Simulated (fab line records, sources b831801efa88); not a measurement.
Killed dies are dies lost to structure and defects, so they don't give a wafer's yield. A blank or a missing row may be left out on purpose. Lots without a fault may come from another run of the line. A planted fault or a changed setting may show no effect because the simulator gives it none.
Which tool did it? | flow sky130 | 10 lots, 30 wafers sampled, at 3 steps of a route of 708

WHAT THE GAUGES READ, wafer by wafer
SKY_LI_CONTACT_RS_MEAS_22: measures by four-point-probe.
lot  | measured     | on            | LI_CONTACT_W_RS (ohm/sq)
L260 | day 30 02:17 | film_metro-04 | 0.2910 0.2893 0.2895
L261 | day 30 15:17 | film_metro-01 | 0.2862 0.2849 0.2872
L263 | day 31 09:59 | film_metro-04 | 0.2873 0.2892 0.2885
L265 | day 31 16:59 | film_metro-02 | 0.2842 0.2871 0.2875
L267 | day 32 04:53 | film_metro-02 | 0.2816 0.2868 0.2838
L271 | day 33 15:47 | film_metro-02 | 0.2819 0.2817 0.2852
L274 | day 34 16:52 | film_metro-04 | 0.2816 0.2852 0.2859
L280 | day 36 11:16 | film_metro-01 | 0.2865 0.3995 0.2823
L282 | day 36 22:08 | film_metro-04 | 0.3987 0.2853 0.4098
L283 | day 36 23:37 | film_metro-04 | 0.2839 0.2826 0.2853

SKY_LI_CONTACT_THK_MEAS_23: measures by xrf.
lot  | measured     | on            | LI_CONTACT_W_THK (nm)
L260 | day 30 02:23 | film_metro-04 | 387 387 390
L261 | day 30 15:24 | film_metro-01 | 389 390 391
L263 | day 31 10:06 | film_metro-04 | 387 384 379
L265 | day 31 17:06 | film_metro-02 | 383 380 378
L267 | day 32 05:00 | film_metro-02 | 390 383 387
L271 | day 33 15:54 | film_metro-02 | 391 392 383
L274 | day 34 16:57 | film_metro-04 | 395 388 389
L280 | day 36 11:22 | film_metro-01 | 388 280 395
L282 | day 36 22:15 | film_metro-04 | 280 388 273
L283 | day 36 23:43 | film_metro-04 | 391 395 389

WHICH TOOL RAN EACH LOT (tool, then ch and the chambers of the sampled wafers, then the start)
lot  | SKY_LI_CONTACT_CVD_21
L260 | cvd_w-01 ch 0,1, day 30 02:08
L261 | cvd_w-02 ch 0,1, day 30 15:09
L263 | cvd_w-02 ch 1, day 31 09:52
L265 | cvd_w-02 ch 0,1, day 31 16:52
L267 | cvd_w-02 ch 0,1, day 32 04:44
L271 | cvd_w-02 ch 0,1, day 33 15:38
L274 | cvd_w-02 ch 0,1, day 34 16:43
L280 | cvd_w-02 ch 0,1, day 36 11:09
L282 | cvd_w-02 ch 0,1, day 36 22:01
L283 | cvd_w-01 ch 0,1, day 36 23:29
- SKY_LI_CONTACT_CVD_21: deposits W, target thk 400 nm, time 120.56 s.

WHAT THE TOOLS THEMSELVES READ (means of the sampled wafers that have a number; where no wafer has one, the mark that the record gives instead)
SKY_LI_CONTACT_CVD_21.
lot  | tool     | heater_power_w (W)
L260 | cvd_w-01 | 827
L261 | cvd_w-02 | 899
L263 | cvd_w-02 | 898
L265 | cvd_w-02 | 892
L267 | cvd_w-02 | 883
L271 | cvd_w-02 | 900
L274 | cvd_w-02 | 921
L280 | cvd_w-02 | 905
L282 | cvd_w-02 | 914
L283 | cvd_w-01 | 848

THE ANSWER, worked out from the rows above alone
Rule: what is usual is taken from the lots themselves. Put in order of their means at a reading, lots are off if they are a third of the lots or fewer, leave a main group of 4 or more, and stand apart from it by a gap of 3 or more times the standard deviation of the main group's means; of several such gaps the widest counts. A main group whose means are all the same, to the digits that the tables above print for the reading, isn't used. A lot without any number at a reading at which 4 lots or more have one is off too. The other lots that the step has rows for count as sound. The gauges are gone through in route order, then the tools' own readings, and for those a lot's mean is taken as printed above. The first step at which some lot is off is used, and at that step the reading that is off furthest; a lot without a number counts as furthest.
Off: L280, L282, at SKY_LI_CONTACT_RS_MEAS_22 (LI_CONTACT_W_RS). The main group: mean 0.2857 ohm/sq, standard deviation 0.0023.
A tool fits if, at a process step before that reading, it ran every lot that is off, and no sound lot after the first of them. The gauges at SKY_LI_CONTACT_RS_MEAS_22 are tried like those tools. One fits: cvd_w-02 at SKY_LI_CONTACT_CVD_21. Its last sound lot is L274 (day 34 16:43), its first lot that is off L280 (day 36 11:09): a fault that began between those two fits.

WHAT THE SIMULATOR HAD PUT IN
Process parameter drift: cvd_w-02, from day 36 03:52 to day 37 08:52, at SKY_LI_CONTACT_CVD_21. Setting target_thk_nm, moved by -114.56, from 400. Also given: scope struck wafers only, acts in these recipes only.
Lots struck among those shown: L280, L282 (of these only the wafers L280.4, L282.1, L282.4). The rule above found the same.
